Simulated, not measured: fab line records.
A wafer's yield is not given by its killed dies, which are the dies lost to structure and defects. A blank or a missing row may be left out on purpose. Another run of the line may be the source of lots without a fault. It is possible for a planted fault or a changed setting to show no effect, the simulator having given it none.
A struck lot beside a sound one | flow sky130 | 15 steps out of a route of 708
Sound: these wafers, L647.3, L647.5, L647.6. The struck wafers were L635.1, L635.2, L635.5. The cause is given at the end.
For every step that has rows: the tool of each side, followed by ch and its chambers, followed by its first start. Under that, the readings that differ: sound wafers | struck wafers | difference of the means | sigmas: that difference in standard deviations of wafers without a fault.
alike: readings with means less than 2 such deviations apart, plus words and numbers identical on both sides. not compared: withheld readings, readings lacking a value on some wafer, bounds such as >300 that could conceal the same value, and numbers that have no deviation in the record and whose values overlap.
Wherever a step has rows on one side only, a row that says differs or no value, or a row with sigmas, the two part there. When numbers do not overlap yet have no deviation, they are printed without sigmas and do not part them. Lack of a reading on every wafer of one side parts them only where that side has two or more wafers.

first, 5 steps without rows for these wafers: SKY_LI_CONTACT_COAT_07 (resist thk 450 nm); SKY_LI_CONTACT_SOFTBAKE_08 (time 90 s); SKY_LI_CONTACT_EXPOSE_09 (exposes mask LICM1, target cd 170 nm); SKY_LI_CONTACT_PEB_10; SKY_LI_CONTACT_DEVELOP_11 (develop time 60 s).
SKY_LI_CONTACT_CD_MEAS_12: the cd target is 170 nm.
  sound on cd sem-02 at day 35 12:43; struck on cd sem-02 at day 31 20:02
  alike: cd nm
SKY_LI_CONTACT_OVL_MEAS_13:
  sound on overlay-02 at day 35 12:48; struck on overlay-01 at day 31 20:09
  alike: LI_CONTACT_OVL
SKY_LI_CONTACT_ETCH_14: etches BARC in N2/H2, stops on SiO2, time 45.9 s, target depth 60 nm.
  sound on rie diel-02 ch 1,2, day 35 12:49; struck on rie diel-03 ch 2,3, day 31 20:11
  alike: bias w, drypump motor current A, oes product au, throttle valve pct
  not compared: rf hours counter h
SKY_LI_CONTACT_ETCH_15: etches PSG in C4F8/O2/Ar, stops on Si, target depth 600 nm.
  sound on rie diel-02 ch 1,2, day 35 12:52; struck on rie diel-03 ch 2,3, day 31 20:14
  alike: bias w, oes product au
SKY_LI_CONTACT_STRIP_16: strips in O2/N2.
  sound on plasma asher-02 ch 0,1, day 35 12:59; struck on plasma asher-04 ch 0,1, day 31 20:19
  alike: drypump motor current A, oes product au, strip time to endpoint s
  not compared: rf hours counter h
then, 2 steps without rows for these wafers: SKY_LI_CONTACT_CLEAN_17 (cleans in NMP, time 600 s); SKY_LI_CONTACT_PRE_CLEAN_18 (time 5.6 s).
SKY_LI_CONTACT_SPUTTER_19: material Ti, target thk 20 nm, time 106.37 s.
  sound on pvd sputter-02 at day 35 13:16; struck on pvd sputter-02 at day 31 20:37
  reading                                       | sound            | struck            | difference | sigmas
  model.Ti_of_LI_CONTACT_SPUTTER_19.thk nm (nm) | 19.84 19.8 19.86 | 27.35 27.34 27.29 | +7.49      |
  alike: throttle valve pct
SKY_LI_CONTACT_SPUTTER_20: material TiN, target thk 20 nm, time 77.84 s.
  sound on pvd sputter-02 at day 35 13:20; struck on pvd sputter-02 at day 31 20:41
  alike: throttle valve pct
-- a jump in the record: the struck wafers' starts before and after are 16 days apart (it breaks off in module LI_CONTACT and resumes in module PAD_OPEN, where the first step shown is number 708 of the route) --
SKY_PAD_OPEN_PROBE_99:
  sound on prober-02 at day 50 06:55; struck on prober-02 at day 47 23:04
  alike: killed_at_M0_to_M3, killed_at_M4_up, killed at contacts, killed at front end, killed at other, killed dies, killed open, killed short

## WHERE THEY PART
Nowhere in this record.

WHY: what the simulator had put in
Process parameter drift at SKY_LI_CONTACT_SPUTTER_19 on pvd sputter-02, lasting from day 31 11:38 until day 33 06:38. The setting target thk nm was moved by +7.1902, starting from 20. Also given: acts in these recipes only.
